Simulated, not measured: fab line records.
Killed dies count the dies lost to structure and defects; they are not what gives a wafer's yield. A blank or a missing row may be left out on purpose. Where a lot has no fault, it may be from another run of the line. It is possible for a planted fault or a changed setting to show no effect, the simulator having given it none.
fab line records :: flow gf180mcu :: part 2 of 2: steps 29 to 42 of 42
record:
  lots: 5
  wafers: 15
  lastDay: 33
route steps=602 shown MIM@510 M5@526 V5@540
lots untouched by any fault: they come from a run of this same line in which no faults occurred
startH: start of the lot's first displayed wafer, in hours after the record's first day :: waitH: hours elapsed since this lot's preceding step :: " the same as in the row above :: L1.1+2: one row covering several wafers at once :: - no value, or no start was given :: * or withheld: withheld :: < > ~ a bound
route shown NAME@n: a module of which the file shows steps, and the number in the route of the first :: usual: mean/standard deviation taken from wafers without a fault :: same: alike in all rows :: chamber/n: place in a boat :: sites: readings site by site :: _std_site: the values' standard deviation :: _edge_site: inner sites' mean taken away from outer sites' mean :: radiusMm: for every site, how far away it sits from the centre of the wafer :: mask NAME#n: copy n :: behind: the last tool/chamber to shape the wafer :: hold: the reason the lot was held/the length of the hold in hours/how it ended :: device: whichever transistor did not switch (one of n, p or np) :: end of line: the same wafers' tests at the end of the route :: a step with no rows: only its recipe :: killed: the dies lost at the first sort to structure and to defects; this is not the yield of the wafer :: map: per-die view of a wafer (x killed, . not killed, _ where there is no die)
set.NAME: the setting as run; set.NAME@STEP: as run at that earlier step :: model.NAME: the simulator's own value behind a step, which no gauge read
certain route steps with their lots: each step a table, each wafer a row
services: the hour from which a tool's chamber was out of use, counted from the record's first day as startH (under 0 if before that day), plus the number of hours and why
== steps ==
step: GF_M5_STRIP_12
recipe:
  chemistry: postEtchResidueRemover
  timeS: 1200
  tempC: 72.5
usual:
  bathGuardTempC: 72.5/0.39
lot.wafer: L075.4
tool: wetBench-02
chamber: 2
startH: 625.64
waitH: 0.0
bathGuardTempC: 73.0

lot.wafer: L075.5
tool: wetBench-02
chamber: 2
startH: 625.64
waitH: 0.0
bathGuardTempC: 72.7

lot.wafer: L075.6
tool: wetBench-02
chamber: 2
startH: 625.64
waitH: 0.0
bathGuardTempC: 72.9

lot.wafer: L080.1
tool: wetBench-02
chamber: 2
startH: 657.59
waitH: 0.1
bathGuardTempC: 72.6

lot.wafer: L080.2
tool: wetBench-02
chamber: 2
startH: 657.59
waitH: 0.1
bathGuardTempC: 72.9

lot.wafer: L080.5
tool: wetBench-02
chamber: 2
startH: 657.59
waitH: 0.1
bathGuardTempC: 72.6

lot.wafer: L082.1
tool: wetBench-02
chamber: 3
startH: 673.54
waitH: 0.1
bathGuardTempC: 72.5

lot.wafer: L082.2
tool: wetBench-02
chamber: 3
startH: 673.54
waitH: 0.1
bathGuardTempC: 72.5

lot.wafer: L082.5
tool: wetBench-02
chamber: 3
startH: 673.54
waitH: 0.1
bathGuardTempC: 72.7

lot.wafer: L084.2
tool: wetBench-02
chamber: 2
startH: 684.47
waitH: 0.1
bathGuardTempC: 72.8

lot.wafer: L084.5
tool: wetBench-02
chamber: 2
startH: 684.47
waitH: 0.1
bathGuardTempC: 72.8

lot.wafer: L084.6
tool: wetBench-02
chamber: 2
startH: 684.47
waitH: 0.1
bathGuardTempC: 73.0

lot.wafer: L092.1
tool: wetBench-03
chamber: 0
startH: 733.74
waitH: 0.1
bathGuardTempC: 73.0

lot.wafer: L092.2
tool: wetBench-03
chamber: 0
startH: 733.74
waitH: 0.1
bathGuardTempC: 72.7

lot.wafer: L092.3
tool: wetBench-03
chamber: 0
startH: 733.74
waitH: 0.1
bathGuardTempC: 72.7
step: GF_M5_CLEAN_13
recipe:
  chemistry: DIW
  dry: n2Spin
lot.wafer: L075.4+5+6
tool: wetBench-03
chamber: 0
startH: 626.01
waitH: 0.0

lot.wafer: L080.1+2+5
tool: wetBench-03
chamber: 0
startH: 657.93
waitH: 0.0

lot.wafer: L082.1+2+5
tool: wetBench-01
chamber: 3
startH: 673.88
waitH: 0.0

lot.wafer: L084.2+5+6
tool: wetBench-03
chamber: 0
startH: 684.81
waitH: 0.0

lot.wafer: L092.1+2+3
tool: wetBench-02
chamber: 2
startH: 734.08
waitH: 0.0
step: GF_V5_CVD_00
recipe:
  material: SiO2
  targetThkNm: 300
  sigmaOpenFrac: 0.3
  tempC: 400
  timeS: 50
  sih4FlowSccm: 60
  pressureMtorr: 6
lot.wafer: L075.4+5+6
tool: hdpcvd-02
chamber: 1,2,0
startH: 626.13
waitH: 0.0

lot.wafer: L080.1+2+5
tool: hdpcvd-02
chamber: 0,1,2
startH: 658.02
waitH: 0.0

lot.wafer: L082.1+2+5
tool: hdpcvd-02
chamber: 2,0,0
startH: 673.98
waitH: 0.0

lot.wafer: L084.2+5+6
tool: hdpcvd-01
chamber: 2,1,2
startH: 684.90
waitH: 0.0

lot.wafer: L092.1+2+3
tool: hdpcvd-01
chamber: 2,1,0
startH: 734.17
waitH: 0.0
step: GF_V5_THK_MEAS_01
recipe:
  reads: SiO2_of_V5_CVD_00
usual:
  V5_CVD_00_THK: 299/3.2
lot.wafer: L075.4
tool: filmMetro-02
chamber: -
startH: 626.18
waitH: 0.0
V5_CVD_00_THK[nm]: 299

lot.wafer: L075.5
tool: filmMetro-02
chamber: -
startH: 626.18
waitH: 0.0
V5_CVD_00_THK[nm]: 303

lot.wafer: L075.6
tool: filmMetro-02
chamber: -
startH: 626.18
waitH: 0.0
V5_CVD_00_THK[nm]: 296

lot.wafer: L080.1
tool: filmMetro-02
chamber: -
startH: 658.07
waitH: 0.0
V5_CVD_00_THK[nm]: 295

lot.wafer: L080.2
tool: filmMetro-02
chamber: -
startH: 658.07
waitH: 0.0
V5_CVD_00_THK[nm]: 300

lot.wafer: L080.5
tool: filmMetro-02
chamber: -
startH: 658.07
waitH: 0.0
V5_CVD_00_THK[nm]: 298

lot.wafer: L082.1
tool: filmMetro-03
chamber: -
startH: 674.03
waitH: 0.0
V5_CVD_00_THK[nm]: 301

lot.wafer: L082.2
tool: filmMetro-03
chamber: -
startH: 674.03
waitH: 0.0
V5_CVD_00_THK[nm]: 297

lot.wafer: L082.5
tool: filmMetro-03
chamber: -
startH: 674.03
waitH: 0.0
V5_CVD_00_THK[nm]: 298

lot.wafer: L084.2
tool: filmMetro-02
chamber: -
startH: 684.96
waitH: 0.0
V5_CVD_00_THK[nm]: 299

lot.wafer: L084.5
tool: filmMetro-02
chamber: -
startH: 684.96
waitH: 0.0
V5_CVD_00_THK[nm]: 294

lot.wafer: L084.6
tool: filmMetro-02
chamber: -
startH: 684.96
waitH: 0.0
V5_CVD_00_THK[nm]: 299

lot.wafer: L092.1
tool: filmMetro-04
chamber: -
startH: 734.22
waitH: 0.0
V5_CVD_00_THK[nm]: 298

lot.wafer: L092.2
tool: filmMetro-04
chamber: -
startH: 734.22
waitH: 0.0
V5_CVD_00_THK[nm]: 303

lot.wafer: L092.3
tool: filmMetro-04
chamber: -
startH: 734.22
waitH: 0.0
V5_CVD_00_THK[nm]: 301
step: GF_V5_CVD_02
recipe:
  material: SiO2
  targetThkNm: 1450
  precursor: TEOS
  tempC: 400
  timeS: 163.28
  rfW: 600
usual:
  heaterPowerW: 636/90
lot.wafer: L075.4
tool: pecvd-01
chamber: 2
startH: 626.26
waitH: 0.1
heaterPowerW: 603
sinceWetCleanH: -

lot.wafer: L075.5
tool: pecvd-01
chamber: 1
startH: 626.26
waitH: 0.1
heaterPowerW: 435
sinceWetCleanH: -

lot.wafer: L075.6
tool: pecvd-01
chamber: 0
startH: 626.26
waitH: 0.1
heaterPowerW: 595
sinceWetCleanH: -

lot.wafer: L080.1
tool: pecvd-03
chamber: 2
startH: 658.13
waitH: 0.1
heaterPowerW: 756
sinceWetCleanH: 275

lot.wafer: L080.2
tool: pecvd-03
chamber: 0
startH: 658.13
waitH: 0.1
heaterPowerW: 644
sinceWetCleanH: 275

lot.wafer: L080.5
tool: pecvd-03
chamber: 2
startH: 658.13
waitH: 0.1
heaterPowerW: 606
sinceWetCleanH: -

lot.wafer: L082.1
tool: pecvd-01
chamber: 2
startH: 674.09
waitH: 0.1
heaterPowerW: 601
sinceWetCleanH: 69

lot.wafer: L082.2
tool: pecvd-01
chamber: 1
startH: 674.09
waitH: 0.1
heaterPowerW: 585
sinceWetCleanH: 69

lot.wafer: L082.5
tool: pecvd-01
chamber: 2
startH: 674.09
waitH: 0.1
heaterPowerW: 480
sinceWetCleanH: -

lot.wafer: L084.2
tool: pecvd-01
chamber: 2
startH: 685.01
waitH: 0.0
heaterPowerW: 569
sinceWetCleanH: 80

lot.wafer: L084.5
tool: pecvd-01
chamber: 2
startH: 685.01
waitH: 0.0
heaterPowerW: 612
sinceWetCleanH: -

lot.wafer: L084.6
tool: pecvd-01
chamber: 0
startH: 685.01
waitH: 0.0
heaterPowerW: 722
sinceWetCleanH: -

lot.wafer: L092.1
tool: pecvd-02
chamber: 0
startH: 734.28
waitH: 0.1
heaterPowerW: 714
sinceWetCleanH: 768

lot.wafer: L092.2
tool: pecvd-02
chamber: 1
startH: 734.28
waitH: 0.1
heaterPowerW: 769
sinceWetCleanH: 768

lot.wafer: L092.3
tool: pecvd-02
chamber: 2
startH: 734.28
waitH: 0.1
heaterPowerW: 674
sinceWetCleanH: 768
step: GF_V5_THK_MEAS_03
recipe:
  reads: SiO2_of_V5_CVD_02
usual:
  V5_CVD_02_THK: 1453/17
lot.wafer: L075.4
tool: filmMetro-04
chamber: -
startH: 626.35
waitH: 0.0
V5_CVD_02_THK[nm]: 1469

lot.wafer: L075.5
tool: filmMetro-04
chamber: -
startH: 626.35
waitH: 0.0
V5_CVD_02_THK[nm]: 1468

lot.wafer: L075.6
tool: filmMetro-04
chamber: -
startH: 626.35
waitH: 0.0
V5_CVD_02_THK[nm]: 1473

lot.wafer: L080.1
tool: filmMetro-02
chamber: -
startH: 658.23
waitH: 0.1
V5_CVD_02_THK[nm]: 1453

lot.wafer: L080.2
tool: filmMetro-02
chamber: -
startH: 658.23
waitH: 0.1
V5_CVD_02_THK[nm]: 1445

lot.wafer: L080.5
tool: filmMetro-02
chamber: -
startH: 658.23
waitH: 0.1
V5_CVD_02_THK[nm]: 1478

lot.wafer: L082.1
tool: filmMetro-02
chamber: -
startH: 674.19
waitH: 0.1
V5_CVD_02_THK[nm]: 1425

lot.wafer: L082.2
tool: filmMetro-02
chamber: -
startH: 674.19
waitH: 0.1
V5_CVD_02_THK[nm]: 1445

lot.wafer: L082.5
tool: filmMetro-02
chamber: -
startH: 674.19
waitH: 0.1
V5_CVD_02_THK[nm]: 1467

lot.wafer: L084.2
tool: filmMetro-03
chamber: -
startH: 685.13
waitH: 0.1
V5_CVD_02_THK[nm]: 1451

lot.wafer: L084.5
tool: filmMetro-03
chamber: -
startH: 685.13
waitH: 0.1
V5_CVD_02_THK[nm]: 1466

lot.wafer: L084.6
tool: filmMetro-03
chamber: -
startH: 685.13
waitH: 0.1
V5_CVD_02_THK[nm]: 1464

lot.wafer: L092.1
tool: filmMetro-03
chamber: -
startH: 734.41
waitH: 0.1
V5_CVD_02_THK[nm]: 1459

lot.wafer: L092.2
tool: filmMetro-03
chamber: -
startH: 734.41
waitH: 0.1
V5_CVD_02_THK[nm]: 1425

lot.wafer: L092.3
tool: filmMetro-03
chamber: -
startH: 734.41
waitH: 0.1
V5_CVD_02_THK[nm]: 1453
step: GF_V5_CMP_04
recipe:
  material: SiO2
  downForcePsi: 4
  platenRpm: 60
  padVelocityMS: 0.94248
usual:
  headPressurePsi: 4.000/0.0084
  motorCurrentA: 12.1/0.89
  slurryFilterDpKPa: 13.50/0.14
lot.wafer: L075.4
tool: cmp-02
chamber: 2
startH: 626.48
waitH: 0.1
headPressurePsi: 4.009
motorCurrentA: 12.0
slurryFilterDpKPa: 13.50

lot.wafer: L075.5
tool: cmp-02
chamber: 0
startH: 626.48
waitH: 0.1
headPressurePsi: 4.005
motorCurrentA: 11.3
slurryFilterDpKPa: 13.38

lot.wafer: L075.6
tool: cmp-02
chamber: 1
startH: 626.48
waitH: 0.1
headPressurePsi: 4.004
motorCurrentA: 12.6
slurryFilterDpKPa: 13.47

lot.wafer: L080.1
tool: cmp-01
chamber: 1
startH: 658.29
waitH: 0.1
headPressurePsi: 4.003
motorCurrentA: 11.2
slurryFilterDpKPa: 13.55

lot.wafer: L080.2
tool: cmp-01
chamber: 2
startH: 658.29
waitH: 0.1
headPressurePsi: 3.993
motorCurrentA: 13.8
slurryFilterDpKPa: 13.36

lot.wafer: L080.5
tool: cmp-01
chamber: 1
startH: 658.29
waitH: 0.1
headPressurePsi: 4.002
motorCurrentA: 12.5
slurryFilterDpKPa: 13.52

lot.wafer: L082.1
tool: cmp-02
chamber: 2
startH: 674.25
waitH: 0.1
headPressurePsi: 3.997
motorCurrentA: 12.2
slurryFilterDpKPa: 13.59

lot.wafer: L082.2
tool: cmp-02
chamber: 3
startH: 674.25
waitH: 0.1
headPressurePsi: 4.006
motorCurrentA: 11.3
slurryFilterDpKPa: 13.59

lot.wafer: L082.5
tool: cmp-02
chamber: 2
startH: 674.25
waitH: 0.1
headPressurePsi: 3.997
motorCurrentA: 12.1
slurryFilterDpKPa: 13.37

lot.wafer: L084.2
tool: cmp-02
chamber: 3
startH: 685.23
waitH: 0.1
headPressurePsi: 4.014
motorCurrentA: 11.1
slurryFilterDpKPa: 13.39

lot.wafer: L084.5
tool: cmp-02
chamber: 2
startH: 685.23
waitH: 0.1
headPressurePsi: 3.999
motorCurrentA: 12.1
slurryFilterDpKPa: 13.66

lot.wafer: L084.6
tool: cmp-02
chamber: 3
startH: 685.23
waitH: 0.1
headPressurePsi: 4.009
motorCurrentA: 12.3
slurryFilterDpKPa: 13.83

lot.wafer: L092.1
tool: cmp-02
chamber: 3
startH: 734.47
waitH: 0.1
headPressurePsi: 3.996
motorCurrentA: 11.7
slurryFilterDpKPa: 13.76

lot.wafer: L092.2
tool: cmp-02
chamber: 0
startH: 734.47
waitH: 0.1
headPressurePsi: 4.001
motorCurrentA: 11.6
slurryFilterDpKPa: 13.58

lot.wafer: L092.3
tool: cmp-02
chamber: 1
startH: 734.47
waitH: 0.1
headPressurePsi: 3.998
motorCurrentA: 12.5
slurryFilterDpKPa: 13.62
step: GF_V5_BOW_MEAS_05
recipe:
  mode: bow
usual:
  V5_BOW: 132/9.6
lot.wafer: L075.4
tool: filmMetro-03
chamber: -
startH: 626.74
waitH: 0.2
V5_BOW[um]: 121

lot.wafer: L075.5
tool: filmMetro-03
chamber: -
startH: 626.74
waitH: 0.2
V5_BOW[um]: 123

lot.wafer: L075.6
tool: filmMetro-03
chamber: -
startH: 626.74
waitH: 0.2
V5_BOW[um]: 130

lot.wafer: L080.1
tool: filmMetro-03
chamber: -
startH: 658.59
waitH: 0.2
V5_BOW[um]: 142

lot.wafer: L080.2
tool: filmMetro-03
chamber: -
startH: 658.59
waitH: 0.2
V5_BOW[um]: 135

lot.wafer: L080.5
tool: filmMetro-03
chamber: -
startH: 658.59
waitH: 0.2
V5_BOW[um]: 136

lot.wafer: L082.1
tool: filmMetro-03
chamber: -
startH: 674.55
waitH: 0.2
V5_BOW[um]: 129

lot.wafer: L082.2
tool: filmMetro-03
chamber: -
startH: 674.55
waitH: 0.2
V5_BOW[um]: 122

lot.wafer: L082.5
tool: filmMetro-03
chamber: -
startH: 674.55
waitH: 0.2
V5_BOW[um]: 127

lot.wafer: L084.2
tool: filmMetro-03
chamber: -
startH: 685.50
waitH: 0.2
V5_BOW[um]: 119

lot.wafer: L084.5
tool: filmMetro-03
chamber: -
startH: 685.50
waitH: 0.2
V5_BOW[um]: 130

lot.wafer: L084.6
tool: filmMetro-03
chamber: -
startH: 685.50
waitH: 0.2
V5_BOW[um]: 137

lot.wafer: L092.1
tool: filmMetro-03
chamber: -
startH: 734.77
waitH: 0.2
V5_BOW[um]: 125

lot.wafer: L092.2
tool: filmMetro-03
chamber: -
startH: 734.77
waitH: 0.2
V5_BOW[um]: 138

lot.wafer: L092.3
tool: filmMetro-03
chamber: -
startH: 734.77
waitH: 0.2
V5_BOW[um]: 124
step: GF_V5_DEHYDRATE_06
recipe:
  tempC: 200
  timeS: 60
lot.wafer: L075.4+5+6
tool: lithoTrack-02
chamber: 0
startH: 636.38
waitH: 9.6

lot.wafer: L080.1+2+5
tool: lithoTrack-04
chamber: 0
startH: 667.70
waitH: 9.1

lot.wafer: L082.1+2+5
tool: lithoTrack-04
chamber: 0
startH: 683.40
waitH: 8.8

lot.wafer: L084.2+5+6
tool: lithoTrack-04
chamber: 0
startH: 694.62
waitH: 9.1

lot.wafer: L092.1+2+3
tool: lithoTrack-01
chamber: 0
startH: 742.32
waitH: 7.5
step: GF_V5_HMDS_07
recipe:
  primeTimeS: 60
  primeTempC: 120
same:
  primeTimeS: 60
lot.wafer: L075.4+5+6
tool: lithoTrack-02
chamber: 0
startH: 636.53
waitH: 0.1

lot.wafer: L080.1+2+5
tool: lithoTrack-04
chamber: 0
startH: 667.85
waitH: 0.1

lot.wafer: L082.1+2+5
tool: lithoTrack-04
chamber: 0
startH: 683.55
waitH: 0.1

lot.wafer: L084.2+5+6
tool: lithoTrack-04
chamber: 0
startH: 694.77
waitH: 0.1

lot.wafer: L092.1+2+3
tool: lithoTrack-01
chamber: 0
startH: 742.47
waitH: 0.1
step: GF_V5_COAT_08
recipe:
  resist: BARC
  tempC: withheld
  timeS: withheld
  spinRpm: withheld
  resistThkNm: withheld
lot.wafer: L075.4+5+6
tool: lithoTrack-02
chamber: 0
startH: 636.68
waitH: 0.1

lot.wafer: L080.1+2+5
tool: lithoTrack-04
chamber: 0
startH: 668.00
waitH: 0.1

lot.wafer: L082.1+2+5
tool: lithoTrack-04
chamber: 0
startH: 683.70
waitH: 0.1

lot.wafer: L084.2+5+6
tool: lithoTrack-04
chamber: 0
startH: 694.92
waitH: 0.1

lot.wafer: L092.1+2+3
tool: lithoTrack-01
chamber: 0
startH: 742.62
waitH: 0.1
step: GF_V5_COAT_09
recipe:
  resist: KrF
  spinRpm: withheld
  resistThkNm: 1000
lot.wafer: L075.4+5+6
tool: lithoTrack-02
chamber: 0
startH: -
waitH: -

lot.wafer: L080.1+2+5
tool: lithoTrack-04
chamber: 0
startH: -
waitH: -

lot.wafer: L082.1+2+5
tool: lithoTrack-04
chamber: 0
startH: -
waitH: -

lot.wafer: L084.2+5+6
tool: lithoTrack-04
chamber: 0
startH: -
waitH: -

lot.wafer: L092.1+2+3
tool: lithoTrack-01
chamber: 0
startH: -
waitH: -
step: GF_V5_SOFTBAKE_10
recipe:
  tempC: 130
  timeS: 60
  resist: KrF
lot.wafer: L075.4+5+6
tool: lithoTrack-02
chamber: 0
startH: -
waitH: -

lot.wafer: L080.1+2+5
tool: lithoTrack-04
chamber: 0
startH: -
waitH: -

lot.wafer: L082.1+2+5
tool: lithoTrack-04
chamber: 0
startH: -
waitH: -

lot.wafer: L084.2+5+6
tool: lithoTrack-04
chamber: 0
startH: -
waitH: -

lot.wafer: L092.1+2+3
tool: lithoTrack-01
chamber: 0
startH: -
waitH: -
step: GF_V5_EXPOSE_11
recipe:
  maskId: Via5
  targetCdNm: 260
  na: 0.68
  sourceShape: conventional
  sigmaOuter: 0.6
  doseMj: 38
lot.wafer: L075.4+5+6
tool: krfScanner-02
chamber: 0
startH: -
waitH: -
mask: Via5#0

lot.wafer: L080.1+2+5
tool: krfScanner-01
chamber: 0
startH: -
waitH: -
mask: Via5#0

lot.wafer: L082.1+2+5
tool: krfScanner-01
chamber: 0
startH: -
waitH: -
mask: Via5#0

lot.wafer: L084.2+5+6
tool: krfScanner-01
chamber: 0
startH: -
waitH: -
mask: Via5#0

lot.wafer: L092.1+2+3
tool: krfScanner-01
chamber: 0
startH: -
waitH: -
mask: Via5#0
== services ==
tool: krfScanner-02
chamber: -
startH: 559.40
hours: 1.3
kind: pm

tool: pvdSputter-04
chamber: -
startH: 572.64
hours: 8.5
kind: repair

tool: wetBench-03
chamber: -
startH: 578.79
hours: 4.4
kind: pm

tool: pecvd-01
chamber: -
startH: 591.12
hours: 14.0
kind: pm

tool: hdpcvd-02
chamber: 1
startH: 596.84
hours: 2.0
kind: repair

tool: rieDiel-02
chamber: -
startH: 603.31
hours: 14.6
kind: pm

tool: krfScanner-01
chamber: -
startH: 605.66
hours: 0.6
kind: repair

tool: plasmaAsher-04
chamber: -
startH: 606.53
hours: 10.3
kind: pm

tool: cmp-02
chamber: -
startH: 611.90
hours: 1.1
kind: repair

tool: krfScanner-02
chamber: -
startH: 619.62
hours: 0.8
kind: pm

tool: hdpcvd-02
chamber: -
startH: 628.17
hours: 0.6
kind: repair

tool: krfScanner-01
chamber: -
startH: 633.12
hours: 0.8
kind: repair

tool: krfScanner-02
chamber: -
startH: 637.30
hours: 1.0
kind: pm

tool: krfScanner-01
chamber: -
startH: 638.50
hours: 1.3
kind: pm

tool: ilineStepper-01
chamber: -
startH: 647.14
hours: 4.4
kind: pm

tool: rieDiel-02
chamber: 0
startH: 653.78
hours: 5.0
kind: repair

tool: krfScanner-01
chamber: -
startH: 656.17
hours: 0.8
kind: pm

tool: krfScanner-01
chamber: -
startH: 658.03
hours: 1.0
kind: pm

tool: pecvd-01
chamber: -
startH: 674.59
hours: 2.8
kind: pm

tool: rieMetal-01
chamber: 0
startH: 680.83
hours: 45.6
kind: repair

tool: plasmaAsher-02
chamber: -
startH: 691.42
hours: 0.8
kind: repair

tool: wetBench-03
chamber: -
startH: 696.59
hours: 5.3
kind: repair

tool: plasmaAsher-02
chamber: -
startH: 707.43
hours: 2.8
kind: pm

tool: rieMetal-01
chamber: 1
startH: 741.65
hours: 10.6
kind: repair
